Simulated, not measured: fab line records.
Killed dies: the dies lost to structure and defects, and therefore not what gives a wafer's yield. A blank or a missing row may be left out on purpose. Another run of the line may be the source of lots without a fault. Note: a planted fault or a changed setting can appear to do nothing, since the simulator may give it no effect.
Which tool is to blame?    flow gf180mcu    7 lots with 21 wafers sampled at 2 steps, on a route of 602 steps

WHAT THE GAUGES SHOWED, per wafer
GF_VT_IMPLANT_TW_MEAS_21.
lot   measured      on             VT_IMPLANT_2_TW
L385  day 6 20:35   film metro-01  1208 1205 1205
L387  day 7 09:53   film metro-02  1234 1228 1229
L390  day 8 01:08   film metro-02  1225 1222 1221
L396  day 9 16:52   film metro-01  1267 1267 1260
L401  day 11 00:34  film metro-02  1217 1227 1223
L404  day 11 20:55  film metro-02  1228 1220 1223
L406  day 12 08:16  film metro-01  1197 1195 1198

WHICH TOOL RAN EACH LOT (tool, then ch and the chambers of the sampled wafers, then the start)
lot   GF_VT_IMPLANT_IMPLANT_19
L385  implanter-03 ch 0, day 6 20:20
L387  implanter-01 ch 0, day 7 09:40
L390  implanter-01 ch 0, day 8 00:54
L396  implanter-04 ch 0, day 9 16:37
L401  implanter-01 ch 0, day 11 00:19
L404  implanter-03 ch 0, day 11 20:40
L406  implanter-03 ch 0, day 12 08:01
- GF_VT_IMPLANT_IMPLANT_19

THE ANSWER, worked out from the rows above alone
Rule: the usual values come from the lots themselves. The widest of any qualifying gaps counts: lots, ordered by their means at a reading, are off when they make up no more than a third of the lots, leave a main group of 4 or more, and stand apart from it by 3 or more times the standard deviation of that group's means. The tables above print the reading to a certain number of digits; a main group whose means all agree to those digits is not used. Also off: a lot with no number at a reading for which 4 or more lots have one. The other lots that the step has rows for count as sound.
None of the lots is off at any reading shown; this tells nothing.

WHAT THE SIMULATOR HAD PUT IN
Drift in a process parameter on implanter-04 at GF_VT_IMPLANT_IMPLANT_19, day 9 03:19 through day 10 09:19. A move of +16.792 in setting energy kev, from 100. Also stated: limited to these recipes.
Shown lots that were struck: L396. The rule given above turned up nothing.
